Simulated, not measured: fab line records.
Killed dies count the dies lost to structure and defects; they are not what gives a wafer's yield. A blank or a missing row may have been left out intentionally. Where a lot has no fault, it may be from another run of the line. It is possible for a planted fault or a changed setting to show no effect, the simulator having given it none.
fab line records | flow gf180mcu | part 2 of 2: steps 31 to 39 of 39
[record] lots = 5 | wafers = 15 | lastDay = 34
route steps=602 shown M5@526 V5@540
lots that met no fault: from a run of the same line without faults
startH: hours from the record's opening day to when the first of the lot's shown wafers began | waitH: time in hours since the lot's previous step | " as in the row above | L1.1+2: a row that stands for several wafers | - no value present, or no start provided | * or withheld: withheld | < > ~ a bound
route shown NAME@n: NAME is a module with steps in the file, n the number in the route of the first one | usual: mean and standard deviation over wafers with no fault | same: alike in all rows | chamber/n: place in a boat | sites: per-site readings | _std_site: how widely they spread, as a standard deviation | _edge_site: inner sites' mean taken away from outer sites' mean | radiusMm: how far each site lies from the wafer's centre | mask NAME#n: copy n | behind: the last tool/chamber to shape the wafer | hold: reason for holding the lot/hours on hold/outcome of the hold | device: the n, p or np transistor that did not switch | end of line: tests run on the same wafers once the route is complete | a step given without rows: its recipe and nothing more | killed: count of dies lost to structure and defects at first sort (not the wafer's yield) | map: the dies of a wafer, with x for killed, . for not killed, _ for no die there
set.NAME: the setting as run; set.NAME@STEP: as run at that earlier step | model.NAME: the simulator's own value behind a step, which no gauge read
certain route steps with their lots: each step a table, each wafer a row
services: from which hour (startH, from the record's first day; less than 0 if before it) a tool's chamber was out of use, for how many hours, and why
[[steps]]
[step GF_V5_ETCH_16]
[recipe] chemistry = N2/H2 | targetDepthA = withheld | overetchA = withheld | timeS = withheld | target = BARC | ionEnergyEv = 200 | sourceW = 500 | biasW = 100 | pressureMtorr = 30 | n2FlowSccm = 100 | h2FlowSccm = 200
[usual] chamberPressureMTorr = 29.999/0.025 | drypumpMotorCurrentA = 5.9/0.56 | oesProductAu = 0.855/0.0043 | throttleValvePct = 13.225/0.0085
lot.wafer | tool       | chamber | startH | waitH | chamberPressureMTorr | drypumpMotorCurrentA | oesProductAu | throttleValvePct
L075.1    | rieDiel-01 | 1       | 626.74 | 0.0   | 30.014               | 5.0                  | 0.856        | 13.218
L075.3    | "          | 2       | "      | "     | 29.973               | 6.2                  | 0.860        | 13.225
L075.5    | "          | 0       | "      | "     | 29.963               | 6.2                  | 0.857        | 13.213
L079.1    | rieDiel-04 | 1       | 667.42 | 0.0   | 29.994               | 5.6                  | 0.852        | 13.231
L079.4    | "          | 3       | "      | "     | 30.015               | 4.7                  | 0.849        | 13.217
L079.5    | "          | 1       | "      | "     | 30.001               | 5.6                  | 0.851        | 13.244
L083.1    | rieDiel-01 | 2       | 704.68 | 0.0   | 29.999               | 6.2                  | 0.851        | 13.219
L083.3    | "          | 1       | "      | "     | 29.976               | 5.1                  | 0.852        | 13.230
L083.6    | "          | 3       | "      | "     | 29.963               | 5.6                  | 0.854        | 13.230
L088.2    | rieDiel-01 | 3       | 740.38 | 0.0   | 30.023               | 5.6                  | 0.854        | 13.224
L088.5    | "          | 3       | "      | "     | 29.999               | 5.6                  | 0.857        | 13.238
L088.6    | "          | 0       | "      | "     | 30.012               | 6.2                  | 0.858        | 13.229
L093.3    | rieDiel-02 | 2       | 768.68 | 0.0   | 30.001               | 5.5                  | 0.851        | 13.224
L093.4    | "          | 3       | "      | "     | 29.969               | 6.6                  | 0.859        | 13.226
L093.6    | "          | 0       | "      | "     | 30.000               | 6.4                  | 0.850        | 13.240
[step GF_V5_ETCH_17]
[recipe] chemistry = C4F8/O2/Ar | maskMaterial = KrF | target = SiO2 | stopOn = TiN | sourceW = 1500 | biasW = 1200 | pressureMtorr = 40 | c4f8FlowSccm = withheld | O2_flow_sccm = 6 | Ar_flow_sccm = 300 | timeS = withheld | targetDepthA = 8550
[usual] chamberPressureMTorr = 40.00/0.033 | oesProductAu = 0.859/0.0049
lot.wafer | tool       | chamber | startH | waitH | chamberPressureMTorr | oesProductAu
L075.1    | rieDiel-01 | 1       | -      | -     | 40.00                | 0.852
L075.3    | "          | 2       | "      | "     | 40.02                | 0.859
L075.5    | "          | 0       | "      | "     | 40.03                | 0.864
L079.1    | rieDiel-04 | 1       | -      | -     | 40.01                | 0.862
L079.4    | "          | 3       | "      | "     | 40.01                | 0.860
L079.5    | "          | 1       | "      | "     | 40.01                | 0.856
L083.1    | rieDiel-01 | 2       | -      | -     | 39.98                | 0.862
L083.3    | "          | 1       | "      | "     | 39.98                | 0.862
L083.6    | "          | 3       | "      | "     | 39.99                | 0.864
L088.2    | rieDiel-01 | 3       | -      | -     | 40.05                | 0.859
L088.5    | "          | 3       | "      | "     | 40.00                | 0.857
L088.6    | "          | 0       | "      | "     | 39.94                | 0.858
L093.3    | rieDiel-02 | 2       | -      | -     | 39.96                | 0.867
L093.4    | "          | 3       | "      | "     | 39.98                | 0.858
L093.6    | "          | 0       | "      | "     | 40.03                | 0.854
[step GF_V5_STRIP_18]
[recipe] chemistry = O2/N2 | powerW = 1400 | pressureMtorr = 1500 | platenTempC = 250 | o2FlowSccm = 3000 | n2FlowSccm = 300 | overashFraction = 0.5
[usual] chamberPressureMTorr = 1500.0/1.4 | drypumpMotorCurrentA = 5.49/0.23 | heaterPowerW = 327/30 | oesProductAu = 0.568/0.0047 | platenTempC = 250.01/0.18
lot.wafer | tool           | chamber | startH | waitH | chamberPressureMTorr | drypumpMotorCurrentA | heaterPowerW | oesProductAu | platenTempC | rfHoursCounterH
L075.1    | plasmaAsher-01 | 0       | 626.89 | -     | 1500.3               | 5.30                 | 365          | 0.579        | 250.08      | 85
L075.3    | "              | 0       | "      | "     | 1501.4               | 5.29                 | 364          | 0.569        | 250.12      | -
L075.5    | "              | 0       | "      | "     | 1498.3               | 5.32                 | 374          | 0.569        | 250.31      | -
L079.1    | plasmaAsher-01 | 1       | 667.57 | -     | 1502.5               | 5.85                 | 283          | 0.573        | 249.99      | 90
L079.4    | "              | 1       | "      | "     | 1501.1               | 5.86                 | 289          | 0.567        | 249.97      | -
L079.5    | "              | 0       | "      | "     | 1501.6               | 5.25                 | 357          | 0.572        | 249.95      | -
L083.1    | plasmaAsher-02 | 0       | 704.83 | -     | 1501.6               | 5.47                 | 331          | 0.568        | 249.94      | 17
L083.3    | "              | 1       | "      | "     | 1497.9               | 5.35                 | 323          | 0.566        | 249.92      | -
L083.6    | "              | 1       | "      | "     | 1499.5               | 5.34                 | 314          | 0.566        | 250.09      | -
L088.2    | plasmaAsher-01 | 1       | 740.54 | -     | 1500.7               | 5.84                 | 290          | 0.564        | 249.67      | 98
L088.5    | "              | 1       | "      | "     | 1499.0               | 5.84                 | 292          | 0.576        | 249.72      | -
L088.6    | "              | 0       | "      | "     | 1500.0               | 5.26                 | 366          | 0.575        | 250.19      | -
L093.3    | plasmaAsher-01 | 0       | 768.87 | -     | 1497.5               | 5.30                 | 367          | 0.563        | 249.92      | -
L093.4    | "              | 1       | "      | "     | 1498.8               | 5.84                 | 282          | 0.565        | 249.91      | -
L093.6    | "              | 1       | "      | "     | 1500.1               | 5.84                 | 286          | 0.572        | 249.92      | -
[step GF_V5_STRIP_19]
[recipe] chemistry = postEtchResidueRemover | timeS = 1200 | tempC = 72.5
lot.wafer  | tool        | chamber | startH | waitH
L075.1+3+5 | wetBench-04 | 3       | 626.99 | 0.1
L079.1+4+5 | wetBench-04 | 0       | 667.67 | 0.1
L083.1+3+6 | wetBench-04 | 1       | 704.93 | 0.1
L088.2+5+6 | wetBench-03 | 2       | 740.64 | 0.1
L093.3+4+6 | wetBench-04 | 2       | 768.94 | 0.0
[step GF_V5_CLEAN_20]
[recipe] chemistry = DIW | dry = n2Spin
lot.wafer  | tool        | chamber | startH | waitH
L075.1+3+5 | wetBench-01 | 1       | 627.34 | 0.0
L079.1+4+5 | wetBench-03 | 3       | 668.02 | 0.0
L083.1+3+6 | wetBench-03 | 2       | 705.27 | 0.0
L088.2+5+6 | wetBench-01 | 0       | 740.98 | 0.0
L093.3+4+6 | wetBench-03 | 2       | 769.28 | 0.0
[step GF_V5_SPUTTER_21]
[recipe] material = Ti | targetThkNm = 15 | chamberPressurePa = 5 | powerW = 2500 | substrateTempC = 200 | timeS = 80.02
[usual] cathodeDcPowerW = 2500.0/0.49 | throttleValvePct = 29.7/1.4
lot.wafer | tool          | chamber | startH | waitH | cathodeDcPowerW | throttleValvePct
L075.1    | pvdSputter-01 | -       | 627.43 | 0.0   | 2500.1          | 29.2
L075.3    | "             | -       | "      | "     | 2499.1          | 28.7
L075.5    | "             | -       | "      | "     | 2499.8          | 28.8
L079.1    | pvdSputter-03 | -       | 668.11 | 0.0   | 2499.5          | 26.9
L079.4    | "             | -       | "      | "     | 2500.5          | 32.0
L079.5    | "             | -       | "      | "     | 2499.6          | 30.0
L083.1    | pvdSputter-03 | -       | 705.37 | 0.0   | 2500.6          | 27.1
L083.3    | "             | -       | "      | "     | 2500.6          | 32.0
L083.6    | "             | -       | "      | "     | 2499.9          | 30.1
L088.2    | pvdSputter-02 | -       | 741.07 | 0.0   | 2500.4          | 31.1
L088.5    | "             | -       | "      | "     | 2499.8          | 29.4
L088.6    | "             | -       | "      | "     | 2499.4          | 31.1
L093.3    | pvdSputter-01 | -       | 769.37 | 0.0   | 2500.1          | 29.2
L093.4    | "             | -       | "      | "     | 2499.8          | 30.7
L093.6    | "             | -       | "      | "     | 2500.2          | 29.6
[step GF_V5_SPUTTER_22]
[recipe] material = TiN | targetThkNm = 10 | chamberPressurePa = 5 | powerW = 4000 | timeS = 40
[usual] cathodeDcPowerW = 4000.1/0.71 | throttleValvePct = 29.7/1.4
lot.wafer | tool          | chamber | startH | waitH | cathodeDcPowerW | throttleValvePct
L075.1    | pvdSputter-01 | -       | 627.49 | 0.0   | 3999.7          | 29.1
L075.3    | "             | -       | "      | "     | 4000.3          | 29.0
L075.5    | "             | -       | "      | "     | 3999.4          | 28.9
L079.1    | pvdSputter-03 | -       | 668.17 | 0.0   | 4000.9          | 27.1
L079.4    | "             | -       | "      | "     | 3999.6          | 32.2
L079.5    | "             | -       | "      | "     | 4000.5          | 30.0
L083.1    | pvdSputter-03 | -       | 705.43 | 0.0   | 4000.4          | 27.1
L083.3    | "             | -       | "      | "     | 3999.6          | 31.8
L083.6    | "             | -       | "      | "     | 4001.2          | 30.2
L088.2    | pvdSputter-02 | -       | 741.13 | 0.0   | 3999.8          | 31.2
L088.5    | "             | -       | "      | "     | 4000.4          | 29.6
L088.6    | "             | -       | "      | "     | 3999.6          | 30.8
L093.3    | pvdSputter-01 | -       | 769.43 | 0.0   | 4000.2          | 28.9
L093.4    | "             | -       | "      | "     | 4000.1          | 30.9
L093.6    | "             | -       | "      | "     | 4000.7          | 29.5
[step GF_V5_CVD_23]
[recipe] material = W | targetThkNm = 350 | timeS = 104.9 | tempC = 400 | pressureTorr = 40
[usual] heaterPowerW = 910/95
lot.wafer | tool    | chamber | startH | waitH | heaterPowerW
L075.1    | cvdW-01 | 0       | 627.53 | 0.0   | 955
L075.3    | "       | 0       | "      | "     | 967
L075.5    | "       | 0       | "      | "     | 960
L079.1    | cvdW-01 | 1       | 668.21 | 0.0   | 888
L079.4    | "       | 1       | "      | "     | 902
L079.5    | "       | 1       | "      | "     | 872
L083.1    | cvdW-02 | 1       | 705.47 | 0.0   | 1029
L083.3    | "       | 0       | "      | "     | 749
L083.6    | "       | 1       | "      | "     | 1032
L088.2    | cvdW-01 | 0       | 741.17 | 0.0   | 1007
L088.5    | "       | 1       | "      | "     | 885
L088.6    | "       | 0       | "      | "     | 999
L093.3    | cvdW-02 | 0       | 769.51 | 0.1   | 742
L093.4    | "       | 1       | "      | "     | 1004
L093.6    | "       | 0       | "      | "     | 756
[step GF_V5_RS_MEAS_24]
[recipe] thkMeasGauge = four-point-probe | reads = W_of_V5_CVD_23+TiN_of_V5_SPUTTER_22+Ti_of_V5_SPUTTER_21
[usual] V5_W_RS = 0.331/0.0033
lot.wafer | tool         | chamber | startH | waitH | V5_W_RS[ohm/sq]
L075.1    | filmMetro-04 | -       | 627.64 | 0.1   | 0.323
L075.3    | "            | -       | "      | "     | 0.328
L075.5    | "            | -       | "      | "     | 0.328
L079.1    | filmMetro-02 | -       | 668.32 | 0.1   | 0.333
L079.4    | "            | -       | "      | "     | 0.330
L079.5    | "            | -       | "      | "     | 0.330
L083.1    | filmMetro-01 | -       | 705.58 | 0.1   | 0.328
L083.3    | "            | -       | "      | "     | 0.328
L083.6    | "            | -       | "      | "     | 0.330
L088.2    | filmMetro-02 | -       | 741.30 | 0.1   | 0.332
L088.5    | "            | -       | "      | "     | 0.334
L088.6    | "            | -       | "      | "     | 0.326
L093.3    | filmMetro-02 | -       | 769.62 | 0.1   | 0.335
L093.4    | "            | -       | "      | "     | 0.337
L093.6    | "            | -       | "      | "     | 0.334
[[services]]
tool          | chamber | startH | hours | kind
pecvd-04      | -       | 575.65 | 0.8   | pm
pecvd-04      | 2       | 578.14 | 8.4   | repair
rieDiel-01    | -       | 589.11 | 0.3   | repair
rieDiel-02    | 3       | 590.50 | 6.5   | repair
pecvd-04      | -       | 591.12 | 14.0  | pm
cmp-01        | -       | 597.70 | 6.1   | pm
rieDiel-02    | 1       | 604.13 | 132.0 | repair
pecvd-04      | -       | 604.37 | 0.8   | repair
rieDiel-02    | -       | 617.15 | 2.8   | pm
pvdSputter-01 | -       | 618.09 | 3.5   | repair
pvdSputter-01 | -       | 618.23 | 0.8   | repair
pvdSputter-03 | -       | 619.77 | 1.1   | repair
rieDiel-02    | -       | 623.91 | 1.5   | repair
rieDiel-01    | 1       | 627.86 | 1.7   | repair
pvdSputter-01 | -       | 633.40 | 8.5   | repair
krfScanner-01 | -       | 651.30 | 0.4   | repair
krfScanner-01 | -       | 661.78 | 1.0   | pm
rieDiel-02    | 0       | 667.70 | 6.2   | repair
pecvd-04      | -       | 684.68 | 0.9   | repair
rieDiel-02    | -       | 688.76 | 28.1  | pm
krfScanner-01 | -       | 715.03 | 0.8   | pm
wetBench-03   | -       | 720.80 | 2.3   | repair
rieDiel-02    | 0       | 734.42 | 11.9  | repair
krfScanner-01 | -       | 737.27 | 1.3   | pm
